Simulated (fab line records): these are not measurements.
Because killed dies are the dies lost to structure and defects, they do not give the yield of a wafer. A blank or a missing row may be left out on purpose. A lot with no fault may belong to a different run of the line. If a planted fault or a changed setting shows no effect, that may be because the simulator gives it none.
fab line records || flow sky130
record {"lots": 4, "wafers": 12, "last-day": 49}
route steps=708 shown CONTACT@422 METAL1@434 VIA1@458 PAD_OPEN@708
lots with no fault: from the same line, run without faults
start-h: the number of hours between the record's first day and the start of the first shown wafer of the lot || wait-h: hours from the lot's prior step to this one || " identical to the entry in the row above || L1.1+2: several wafers, shown together as one row || - either no value or no given start || * or withheld: withheld || < > ~ a bound
route shown NAME@n: names a module that has steps shown in the file, with the first one's number in the route || usual: the fault-free wafers' mean and standard deviation || same: alike in all rows || chamber/n: place in a boat || sites: readings site by site || _std_site: how widely they spread, as a standard deviation || _edge_site: mean of outer sites minus mean of inner sites || radius-mm: for every site, how far away it sits from the centre of the wafer || mask NAME#n: copy n || behind: the last tool/chamber to shape the wafer || hold: cause of the lot's hold/its duration in hours/its outcome || device: the n, p or np transistor that did not switch || end of line: the same wafers' tests at the end of the route || a step with no rows: only its recipe || killed: the dies lost at the first sort to structure and to defects; this is not the yield of the wafer || map: a wafer's dies, marking killed ones x, the rest . and places with no die _
set.NAME: the setting the step ran with; set.NAME@STEP: the setting that earlier step ran with || model.NAME: the simulator's own value behind a step, which no gauge read
a table for each step, a row for each wafer; lots at some steps of the route
services: the hour from which a tool's chamber was out of use, counted from the record's first day as start-h (under 0 if before that day), plus the number of hours and why
## steps
# step SKY_CONTACT_ETCH_16
# recipe {"chemistry": "N2/H2", "target": "BARC", "ion-energy-ev": 200, "source-w": 500, "bias-w": 100, "pressure-mtorr": 30, "n2-flow-sccm": 100, "h2-flow-sccm": 200, "stop-on": "SiO2", "time-s": 45.9, "target-depth-a": 600}
# step SKY_CONTACT_ETCH_17
# recipe {"target": "SiO2", "chemistry": "C4F8/O2/Ar", "stop-on": "Si3N4", "mask-material": "KrF-thick", "source-w": 1500, "bias-w": 1200, "pressure-mtorr": 40, "c4f8-flow-sccm": "withheld", "O2_flow_sccm": 6, "Ar_flow_sccm": 300, "time-s": "withheld", "target-depth-a": 3400}
# step SKY_CONTACT_ETCH_18
# recipe {"target": "Si3N4", "chemistry": "CHF3/O2", "stop-on": "TiN", "source-w": 600, "bias-w": 200, "pressure-mtorr": 40, "chf3-flow-sccm": 50, "O2_flow_sccm": 5, "time-s": 39, "target-depth-a": 750}
# step SKY_CONTACT_STRIP_19
# recipe {"chemistry": "O2/N2", "power-w": 1400, "pressure-mtorr": 1500, "platen-temp-c": "withheld", "o2-flow-sccm": 3000, "n2-flow-sccm": 300, "overash-fraction": 0.5}
# step SKY_CONTACT_STRIP_20
# recipe {"chemistry": "post-etch-residue-remover", "time-s": 1200, "temp-c": 72.5}
# step SKY_CONTACT_CLEAN_21
# recipe {"chemistry": "IPA", "time-s": 180, "temp-c": 25}
# step SKY_CONTACT_CLEAN_22
# recipe {"chemistry": "O3/DIW", "dry": "n2-spin"}
# step SKY_CONTACT_SPUTTER_23
# recipe {"material": "TiN", "target-thk-nm": 20, "chamber-pressure-pa": 5, "power-w": 4000, "time-s": 80}
# step SKY_CONTACT_CVD_24
# recipe {"material": "W", "target-thk-nm": 340, "time-s": 102.12, "temp-c": 400, "pressure-torr": 40}
# step SKY_CONTACT_CMP_27
# recipe {"stop-on": "SiO2", "t-overpolish-s": 15, "down-force-psi": 3.5, "platen-rpm": 60, "target-thk-nm": 0, "pad-velocity-m-s": 0.94248}
# step SKY_METAL1_SPUTTER_00
# recipe {"material": "Ti", "target-thk-nm": 15, "power-w": 3000, "time-s": 10, "chamber-pressure-pa": 0.4}
# usual {"throttle-valve-pct": "29.6/0.71"}
{"lot.wafer": "L614.1", "tool": "pvd-sputter-01", "chamber": "-", "start-h": 759.10, "wait-h": 0.2, "throttle-valve-pct": 28.3}
{"lot.wafer": "L614.3", "tool": "pvd-sputter-01", "chamber": "-", "start-h": 759.10, "wait-h": 0.2, "throttle-valve-pct": 30.2}
{"lot.wafer": "L614.6", "tool": "pvd-sputter-01", "chamber": "-", "start-h": 759.10, "wait-h": 0.2, "throttle-valve-pct": 28.9}
{"lot.wafer": "L615.4", "tool": "pvd-sputter-03", "chamber": "-", "start-h": 766.27, "wait-h": 0.1, "throttle-valve-pct": 29.8}
{"lot.wafer": "L615.5", "tool": "pvd-sputter-03", "chamber": "-", "start-h": 766.27, "wait-h": 0.1, "throttle-valve-pct": 30.3}
{"lot.wafer": "L615.6", "tool": "pvd-sputter-03", "chamber": "-", "start-h": 766.27, "wait-h": 0.1, "throttle-valve-pct": 28.7}
{"lot.wafer": "L626.3", "tool": "pvd-sputter-01", "chamber": "-", "start-h": 850.63, "wait-h": 0.1, "throttle-valve-pct": 29.9}
{"lot.wafer": "L626.5", "tool": "pvd-sputter-01", "chamber": "-", "start-h": 850.63, "wait-h": 0.1, "throttle-valve-pct": 30.4}
{"lot.wafer": "L626.6", "tool": "pvd-sputter-01", "chamber": "-", "start-h": 850.63, "wait-h": 0.1, "throttle-valve-pct": 29.9}
{"lot.wafer": "L627.3", "tool": "pvd-sputter-01", "chamber": "-", "start-h": 857.92, "wait-h": 0.2, "throttle-valve-pct": 29.7}
{"lot.wafer": "L627.4", "tool": "pvd-sputter-01", "chamber": "-", "start-h": 857.92, "wait-h": 0.2, "throttle-valve-pct": 29.3}
{"lot.wafer": "L627.6", "tool": "pvd-sputter-01", "chamber": "-", "start-h": 857.92, "wait-h": 0.2, "throttle-valve-pct": 30.4}
# step SKY_METAL1_SPUTTER_01
# recipe {"material": "TiN", "target-thk-nm": 20, "power-w": 6500, "time-s": 16.7, "chamber-pressure-pa": 0.4}
# step SKY_METAL1_SPUTTER_02
# recipe {"material": "AlCu", "target-thk-nm": 250, "power-w": 10600, "time-s": 13.3, "chamber-pressure-pa": 0.4}
# step SKY_METAL1_SPUTTER_03
# recipe {"material": "Ti", "target-thk-nm": 5, "power-w": 3000, "time-s": 3.3, "chamber-pressure-pa": 0.4}
# step SKY_METAL1_SPUTTER_04
# recipe {"material": "TiN", "target-thk-nm": 70, "power-w": 6500, "time-s": 58.3, "chamber-pressure-pa": 0.4}
# step SKY_METAL1_DEHYDRATE_07
# recipe {"temp-c": 200, "time-s": 60}
# step SKY_METAL1_HMDS_08
# recipe {"prime-time-s": 60, "prime-temp-c": 120}
# step SKY_METAL1_COAT_09
# recipe {"resist": "BARC", "temp-c": "withheld", "time-s": "withheld", "spin-rpm": 3000, "resist-thk-nm": 60}
# step SKY_METAL1_COAT_10
# recipe {"resist": "KrF-thick", "spin-rpm": 3000, "resist-thk-nm": 450}
# step SKY_METAL1_SOFTBAKE_11
# recipe {"temp-c": 100, "time-s": 90, "resist": "KrF-thick"}
# step SKY_METAL1_EXPOSE_12
# recipe {"mask-id": "MM1", "na": 0.8, "source-shape": "annular", "sigma-inner": 0.55, "sigma-outer": 0.85, "target-cd-nm": 140, "dose-mj": 28}
# step SKY_METAL1_PEB_13
# recipe {"peb-temp-c": "withheld", "peb-time-s": "withheld", "resist": "KrF-thick"}
# step SKY_METAL1_DEVELOP_14
# recipe {"develop-time-s": 60, "resist": "KrF-thick", "dev-temp-c": 21}
# step SKY_METAL1_DESCUM_17
# recipe {"chemistry": "O2", "source-power-w": 150, "bias-power-w": 0, "pressure-mtorr": 10, "temp-c": 40, "time-s": 8}
# step SKY_METAL1_ETCH_18
# recipe {"chemistry": "N2/H2", "target": "BARC", "ion-energy-ev": 200, "bias-w": 100, "pressure-mtorr": 30, "n2-flow-sccm": 100, "h2-flow-sccm": 200, "icp-w": 500, "stop-on": "SiO2", "time-s": 45.9, "target-depth-a": 600}
# step SKY_METAL1_METAL_ETCH_19
# recipe {"target-depth-a": 3600, "stop-on": "SiO2", "over-etch-frac": 0.3, "time-s": 78, "chemistry": "Cl2/BCl3", "resist-sidewall-deg": 88, "pressure-mtorr": 10, "icp-w": 900, "bias-w": 48.5, "Cl2_flow_sccm": 60, "bcl3-flow-sccm": 30}
# step SKY_METAL1_STRIP_20
# recipe {"chemistry": "O2/N2", "power-w": 1400, "pressure-mtorr": 1500, "platen-temp-c": "withheld", "o2-flow-sccm": 3000, "n2-flow-sccm": 300, "overash-fraction": 0.5}
# step SKY_METAL1_STRIP_21
# recipe {"chemistry": "post-etch-residue-remover", "time-s": 1200, "temp-c": 72.5}
# step SKY_METAL1_CLEAN_22
# recipe {"chemistry": "IPA", "time-s": 180, "temp-c": 25}
# step SKY_METAL1_CLEAN_23
# recipe {"chemistry": "O3/DIW", "dry": "n2-spin"}
# step SKY_VIA1_HDPCVD_00
# recipe {"material": "SiO2", "target-thk-nm": 1030, "sigma-open-frac": 0.3, "time-s": 171.7, "temp-c": 400, "sih4-flow-sccm": 60, "pressure-mtorr": 6}
# step SKY_VIA1_CMP_02
# recipe {"material": "SiO2", "down-force-psi": 4, "platen-rpm": 60, "pad-velocity-m-s": 0.94248}
# step SKY_VIA1_DEHYDRATE_04
# recipe {"temp-c": 200, "time-s": 60}
# step SKY_VIA1_HMDS_05
# recipe {"prime-time-s": 60, "prime-temp-c": 120}
# step SKY_PAD_OPEN_PROBE_99
# usual {"defect-limited-yield": "82.2/2.1", "killed_at_M0_to_M3": "43/8", "killed_at_M4_up": "2.9/1.6", "killed-at-contacts": "26/5.2", "killed-at-front-end": "15/4.3", "killed-at-other": "0.3/0.56", "killed-dies": "87/10", "killed-open": "48/6.9", "killed-short": "40/6.5", "sort_bin_3_pad_short": "0.9/0.36", "sort_bin_5_function": "10.5/1.5", "sort_bin_6_memory": "6.4/1.3", "sort-n-pass": "405/10", "sort-yield-pct": "82.2/2.1"}
# same {"gross-dies": 492, "killed-at-back-side": 0, "sort_bin_4_leakage[%]": 0, "sort_bin_8_speed[%]": 0}
{"lot.wafer": "L614.1", "tool": "prober-01", "chamber": "-", "start-h": 1092.11, "wait-h": 0.1, "defect-limited-yield[%]": 81.3, "killed_at_M0_to_M3": 49, "killed_at_M4_up": 2, "killed-at-contacts": 30, "killed-at-front-end": 11, "killed-at-other": 0, "killed-dies": 92, "killed-open": 58, "killed-short": 34, "sort_bin_3_pad_short[%]": 1.0, "sort_bin_5_function[%]": 10.2, "sort_bin_6_memory[%]": 7.5, "sort-n-pass": 400, "sort-yield-pct[%]": 81.3, "model.etest.tester.sort-n-pass": 400, "model.etest.tester.sort-yield-pct": 81.3, "model.etest.tester.sort_bin_5_pct": 10.16, "model.etest.tester.sort_bin_3_pct": 1.016}
{"lot.wafer": "L614.3", "tool": "prober-01", "chamber": "-", "start-h": 1092.21, "wait-h": 0.2, "defect-limited-yield[%]": 81.9, "killed_at_M0_to_M3": 40, "killed_at_M4_up": 2, "killed-at-contacts": 32, "killed-at-front-end": 15, "killed-at-other": 0, "killed-dies": 89, "killed-open": 49, "killed-short": 40, "sort_bin_3_pad_short[%]": 0.4, "sort_bin_5_function[%]": 10.2, "sort_bin_6_memory[%]": 7.5, "sort-n-pass": 403, "sort-yield-pct[%]": 81.9, "model.etest.tester.sort-n-pass": 403, "model.etest.tester.sort-yield-pct": 81.91, "model.etest.tester.sort_bin_5_pct": 10.16, "model.etest.tester.sort_bin_3_pct": 0.4065}
{"lot.wafer": "L614.6", "tool": "prober-01", "chamber": "-", "start-h": 1092.36, "wait-h": 0.2, "defect-limited-yield[%]": 82.9, "killed_at_M0_to_M3": 32, "killed_at_M4_up": 2, "killed-at-contacts": 31, "killed-at-front-end": 19, "killed-at-other": 0, "killed-dies": 84, "killed-open": 48, "killed-short": 36, "sort_bin_3_pad_short[%]": 0.8, "sort_bin_5_function[%]": 10.2, "sort_bin_6_memory[%]": 6.1, "sort-n-pass": 408, "sort-yield-pct[%]": 82.9, "model.etest.tester.sort-n-pass": 408, "model.etest.tester.sort-yield-pct": 82.93, "model.etest.tester.sort_bin_5_pct": 10.16, "model.etest.tester.sort_bin_3_pct": 0.813}
{"lot.wafer": "L615.4", "tool": "prober-02", "chamber": "-", "start-h": 1099.79, "wait-h": 0.2, "defect-limited-yield[%]": 84.6, "killed_at_M0_to_M3": 45, "killed_at_M4_up": 0, "killed-at-contacts": 19, "killed-at-front-end": 11, "killed-at-other": 1, "killed-dies": 76, "killed-open": 43, "killed-short": 33, "sort_bin_3_pad_short[%]": 0.8, "sort_bin_5_function[%]": 9.1, "sort_bin_6_memory[%]": 5.5, "sort-n-pass": 416, "sort-yield-pct[%]": 84.6, "model.etest.tester.sort-n-pass": 416, "model.etest.tester.sort-yield-pct": 84.55, "model.etest.tester.sort_bin_5_pct": 9.146, "model.etest.tester.sort_bin_3_pct": 0.813}
{"lot.wafer": "L615.5", "tool": "prober-02", "chamber": "-", "start-h": 1099.84, "wait-h": 0.2, "defect-limited-yield[%]": 83.1, "killed_at_M0_to_M3": 41, "killed_at_M4_up": 3, "killed-at-contacts": 27, "killed-at-front-end": 12, "killed-at-other": 0, "killed-dies": 83, "killed-open": 40, "killed-short": 43, "sort_bin_3_pad_short[%]": 0.8, "sort_bin_5_function[%]": 9.8, "sort_bin_6_memory[%]": 6.3, "sort-n-pass": 409, "sort-yield-pct[%]": 83.1, "model.etest.tester.sort-n-pass": 409, "model.etest.tester.sort-yield-pct": 83.13, "model.etest.tester.sort_bin_5_pct": 9.756, "model.etest.tester.sort_bin_3_pct": 0.813}
{"lot.wafer": "L615.6", "tool": "prober-02", "chamber": "-", "start-h": 1099.89, "wait-h": 0.2, "defect-limited-yield[%]": 81.7, "killed_at_M0_to_M3": 42, "killed_at_M4_up": 3, "killed-at-contacts": 31, "killed-at-front-end": 14, "killed-at-other": 0, "killed-dies": 90, "killed-open": 54, "killed-short": 36, "sort_bin_3_pad_short[%]": 0.8, "sort_bin_5_function[%]": 11.6, "sort_bin_6_memory[%]": 5.9, "sort-n-pass": 402, "sort-yield-pct[%]": 81.7, "model.etest.tester.sort-n-pass": 402, "model.etest.tester.sort-yield-pct": 81.71, "model.etest.tester.sort_bin_5_pct": 11.59, "model.etest.tester.sort_bin_3_pct": 0.813}
{"lot.wafer": "L626.3", "tool": "prober-02", "chamber": "-", "start-h": 1161.66, "wait-h": 0.2, "defect-limited-yield[%]": 79.7, "killed_at_M0_to_M3": 60, "killed_at_M4_up": 4, "killed-at-contacts": 24, "killed-at-front-end": 12, "killed-at-other": 0, "killed-dies": 100, "killed-open": 43, "killed-short": 39, "sort_bin_3_pad_short[%]": 2.2, "sort_bin_5_function[%]": 11.6, "sort_bin_6_memory[%]": 6.5, "sort-n-pass": 392, "sort-yield-pct[%]": 79.7, "model.etest.tester.sort-n-pass": 392, "model.etest.tester.sort-yield-pct": 79.67, "model.etest.tester.sort_bin_5_pct": 11.59, "model.etest.tester.sort_bin_3_pct": 2.236}
{"lot.wafer": "L626.5", "tool": "prober-02", "chamber": "-", "start-h": 1161.76, "wait-h": 0.2, "defect-limited-yield[%]": 73.4, "killed_at_M0_to_M3": 96, "killed_at_M4_up": 4, "killed-at-contacts": 21, "killed-at-front-end": 10, "killed-at-other": 0, "killed-dies": 131, "killed-open": 43, "killed-short": 34, "sort_bin_3_pad_short[%]": 2.6, "sort_bin_5_function[%]": 15.9, "sort_bin_6_memory[%]": 8.1, "sort-n-pass": 361, "sort-yield-pct[%]": 73.4, "model.etest.tester.sort-n-pass": 361, "model.etest.tester.sort-yield-pct": 73.37, "model.etest.tester.sort_bin_5_pct": 15.85, "model.etest.tester.sort_bin_3_pct": 2.642}
{"lot.wafer": "L626.6", "tool": "prober-02", "chamber": "-", "start-h": 1161.81, "wait-h": 0.2, "defect-limited-yield[%]": 78.0, "killed_at_M0_to_M3": 61, "killed_at_M4_up": 3, "killed-at-contacts": 34, "killed-at-front-end": 10, "killed-at-other": 0, "killed-dies": 108, "killed-open": 42, "killed-short": 46, "sort_bin_3_pad_short[%]": 2.4, "sort_bin_5_function[%]": 13.6, "sort_bin_6_memory[%]": 5.9, "sort-n-pass": 384, "sort-yield-pct[%]": 78.0, "model.etest.tester.sort-n-pass": 384, "model.etest.tester.sort-yield-pct": 78.05, "model.etest.tester.sort_bin_5_pct": 13.62, "model.etest.tester.sort_bin_3_pct": 2.439}
{"lot.wafer": "L627.3", "tool": "prober-01", "chamber": "-", "start-h": 1164.85, "wait-h": 0.2, "defect-limited-yield[%]": 77.0, "killed_at_M0_to_M3": 68, "killed_at_M4_up": 2, "killed-at-contacts": 21, "killed-at-front-end": 22, "killed-at-other": 0, "killed-dies": 113, "killed-open": 47, "killed-short": 46, "sort_bin_3_pad_short[%]": 2.0, "sort_bin_5_function[%]": 14.8, "sort_bin_6_memory[%]": 6.1, "sort-n-pass": 379, "sort-yield-pct[%]": 77.0, "model.etest.tester.sort-n-pass": 379, "model.etest.tester.sort-yield-pct": 77.03, "model.etest.tester.sort_bin_5_pct": 14.84, "model.etest.tester.sort_bin_3_pct": 2.033}
{"lot.wafer": "L627.4", "tool": "prober-01", "chamber": "-", "start-h": 1164.90, "wait-h": 0.2, "defect-limited-yield[%]": 74.2, "killed_at_M0_to_M3": 90, "killed_at_M4_up": 2, "killed-at-contacts": 21, "killed-at-front-end": 14, "killed-at-other": 0, "killed-dies": 127, "killed-open": 47, "killed-short": 31, "sort_bin_3_pad_short[%]": 3.7, "sort_bin_5_function[%]": 16.3, "sort_bin_6_memory[%]": 5.9, "sort-n-pass": 365, "sort-yield-pct[%]": 74.2, "model.etest.tester.sort-n-pass": 365, "model.etest.tester.sort-yield-pct": 74.19, "model.etest.tester.sort_bin_5_pct": 16.26, "model.etest.tester.sort_bin_3_pct": 3.659}
{"lot.wafer": "L627.6", "tool": "prober-01", "chamber": "-", "start-h": 1165.00, "wait-h": 0.2, "defect-limited-yield[%]": 73.0, "killed_at_M0_to_M3": 93, "killed_at_M4_up": 5, "killed-at-contacts": 27, "killed-at-front-end": 8, "killed-at-other": 0, "killed-dies": 133, "killed-open": 41, "killed-short": 35, "sort_bin_3_pad_short[%]": 3.7, "sort_bin_5_function[%]": 16.7, "sort_bin_6_memory[%]": 6.7, "sort-n-pass": 359, "sort-yield-pct[%]": 73.0, "model.etest.tester.sort-n-pass": 359, "model.etest.tester.sort-yield-pct": 72.97, "model.etest.tester.sort_bin_5_pct": 16.67, "model.etest.tester.sort_bin_3_pct": 3.659}
# killed by level:class
L614.1 VIA1:geometric-particle:open=11 VIA2:geometric-particle:open=10 LI_CONTACT:geometric-particle:open=9 CONTACT:geometric-particle:open=8 METAL2:geometric-particle:short=6 LOCAL_INTERCONNECT:geometric-particle:short=5 VIA3:geometric-particle:open=5 FIELD_ISO:geometric-particle:short=4
L614.3 VIA1:geometric-particle:open=16 CONTACT:geometric-particle:open=11 CONTACT:geometric-particle:short=7 LOCAL_INTERCONNECT:geometric-particle:short=6 METAL2:geometric-particle:short=6 FIELD_ISO:geometric-particle:short=5 LI_CONTACT:geometric-particle:open=5 METAL1:geometric-particle:short=5
L614.6 LI_CONTACT:geometric-particle:open=12 VIA1:geometric-particle:open=10 CONTACT:geometric-particle:open=8 POLY_GATE:geometric-particle:open=6 METAL1:geometric-particle:short=6 POLY_GATE:geometric-particle:short=5 CONTACT:geometric-particle:short=4 LI_CONTACT:geometric-particle:short=4
L615.4 VIA1:geometric-particle:open=15 LI_CONTACT:geometric-particle:open=9 METAL2:geometric-particle:short=8 POLY_GATE:geometric-particle:short=6 METAL1:geometric-particle:short=5 VIA3:geometric-particle:open=5 CONTACT:geometric-particle:short=4 CONTACT:geometric-particle:open=4
L615.5 CONTACT:geometric-particle:open=12 VIA3:geometric-particle:open=8 VIA1:geometric-particle:open=8 METAL1:geometric-particle:short=7 LOCAL_INTERCONNECT:geometric-particle:short=6 VIA2:geometric-particle:open=6 POLY_GATE:geometric-particle:short=5 CONTACT:geometric-particle:short=4
L615.6 CONTACT:geometric-particle:open=13 VIA3:geometric-particle:open=9 LI_CONTACT:geometric-particle:open=8 VIA1:geometric-particle:open=7 POLY_GATE:geometric-particle:open=6 CONTACT:geometric-particle:short=6 METAL2:geometric-particle:short=6 METAL3:geometric-particle:short=4
L626.3 METAL1:unspecified=18 POLY_GATE:geometric-particle:open=7 VIA3:geometric-particle:open=7 CONTACT:geometric-particle:open=7 VIA1:geometric-particle:short=7 METAL2:geometric-particle:short=6 VIA1:geometric-particle:open=6 VIA2:geometric-particle:open=5
L626.5 METAL1:unspecified=54 CONTACT:geometric-particle:open=10 METAL1:geometric-particle:short=10 VIA1:geometric-particle:open=7 LI_CONTACT:geometric-particle:open=6 VIA2:geometric-particle:open=6 VIA3:geometric-particle:open=6 POLY_GATE:geometric-particle:open=4
L626.6 METAL1:unspecified=20 LI_CONTACT:geometric-particle:open=15 METAL2:geometric-particle:short=11 VIA1:geometric-particle:short=6 CONTACT:geometric-particle:open=5 LI_CONTACT:geometric-particle:short=4 LOCAL_INTERCONNECT:geometric-particle:short=4 CONTACT:geometric-particle:short=4
L627.3 METAL1:unspecified=20 VIA1:geometric-particle:open=12 METAL1:geometric-particle:short=10 CONTACT:geometric-particle:open=8 VIA1:geometric-particle:short=7 VIA2:geometric-particle:open=7 POLY_GATE:geometric-particle:short=6 LI_CONTACT:geometric-particle:open=6
L627.4 METAL1:unspecified=49 VIA1:geometric-particle:open=11 CONTACT:geometric-particle:open=11 VIA2:geometric-particle:open=7 FIELD_ISO:geometric-particle:open=6 LI_CONTACT:geometric-particle:open=5 METAL2:geometric-particle:short=5 VIA1:geometric-particle:short=5
L627.6 METAL1:unspecified=57 CONTACT:geometric-particle:open=14 VIA1:geometric-particle:open=8 LI_CONTACT:geometric-particle:open=6 VIA1:geometric-particle:short=5 VIA2:geometric-particle:open=5 METAL1:geometric-particle:short=4 METAL2:geometric-particle:short=4
# map L626.5 (x killed, . not)
__________.....x...._________
________.....x...x...x_______
______...........x...x.._____
_____.x....xx...xx.xx....____
____......x.xxxx.xx.....x.___
___.......x.x..xxxxxxx.x.x.__
__......x...xxxxxxxxx...x.x._
_.....x.......xxxxxxxx..x....
_...........x..xxxxxxx...x..x
_............x.xxxxxx........
_......x.......xxxxxxxx.....x
_.......x....x......x.x..x...
_.x..............xx.......x..
_...x....x.xx...x..x.x....x.x
_...x....x.x.................
__.x..xx...................._
___.x.....x.x....x.x.....x.__
____..x........x..x.x.....___
_____....x...x......x.xx.____
______.........xx.x....._____
________.....x.x..xx.._______
__________..x.xx..x._________
# map L627.6 (x killed, . not)
__________.........._________
________..x......x...._______
______.......x....x..x.._____
_____...x..x....xxx.xx...____
____x.x.......xxx.xxx....x___
___.x....x.x.x.xxxxxxxx..x.__
__......x......xxxxxxxx.x..._
_............xxxxxxxxxxx..x..
_.x..x........xxxxxxxxx.x..x.
_....x.xx.....x.xxxxxx.......
_x........x....xx.xxx...x...x
_..x.......x....x.....x......
_.xx...........x.....xx..x...
_x.....xx...............x....
_..x......x.......x..x.......
__....x....x.xx....x........_
___.x.....x..........x...x.__
____...x...x.x......x.....___
_____.x..................____
______...x.x.x......xxx._____
________...x.......xx._______
__________...x.xx.x._________
## services
{"tool": "pvd-sputter-03", "chamber": "-", "start-h": 742.39, "hours": 6.1, "kind": "repair"}
{"tool": "pvd-sputter-01", "chamber": 1, "start-h": 807.19, "hours": "-", "kind": "consumable-replace:kit"}
{"tool": "pvd-sputter-01", "chamber": 1, "start-h": 807.19, "hours": 18.0, "kind": "scheduled-down"}
{"tool": "pvd-sputter-01", "chamber": 1, "start-h": 807.19, "hours": 18.0, "kind": "vent-cycle"}
{"tool": "pvd-sputter-03", "chamber": 3, "start-h": 832.59, "hours": "-", "kind": "consumable-replace:kit"}
{"tool": "pvd-sputter-03", "chamber": 3, "start-h": 832.59, "hours": 18.0, "kind": "scheduled-down"}
{"tool": "pvd-sputter-03", "chamber": 3, "start-h": 832.59, "hours": 18.0, "kind": "vent-cycle"}
## key
first-sign {"step": "SKY_PAD_OPEN_PROBE_99", "reading": "sort_bin_3_pad_short", "direction": "up", "sigmas": 5.2, "usual": 0.9, "struck": 2.8}
effect {"step": "SKY_PAD_OPEN_PROBE_99", "reading": "killed_at_M0_to_M3", "direction": "up", "sigmas": 4.3, "usual": 43, "struck": 78}
model-effect {"step": "SKY_PAD_OPEN_PROBE_99", "value": "etest.tester.sort-n-pass", "without": 405.5, "struck": 373.3}
met-at SKY_METAL1_SPUTTER_00
struck-wafers L626.3,L626.5,L626.6,L627.3,L627.4,L627.6
onset-between 759.10 850.63
also-fits time
fault {"kind": "chamber-particle-source", "tool": "pvd-sputter-01", "chamber": "-", "onset-h": 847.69, "steps": "SKY_METAL1_SPUTTER_00", "rate-per-visit-cm2": 0.97551, "end-h": 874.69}
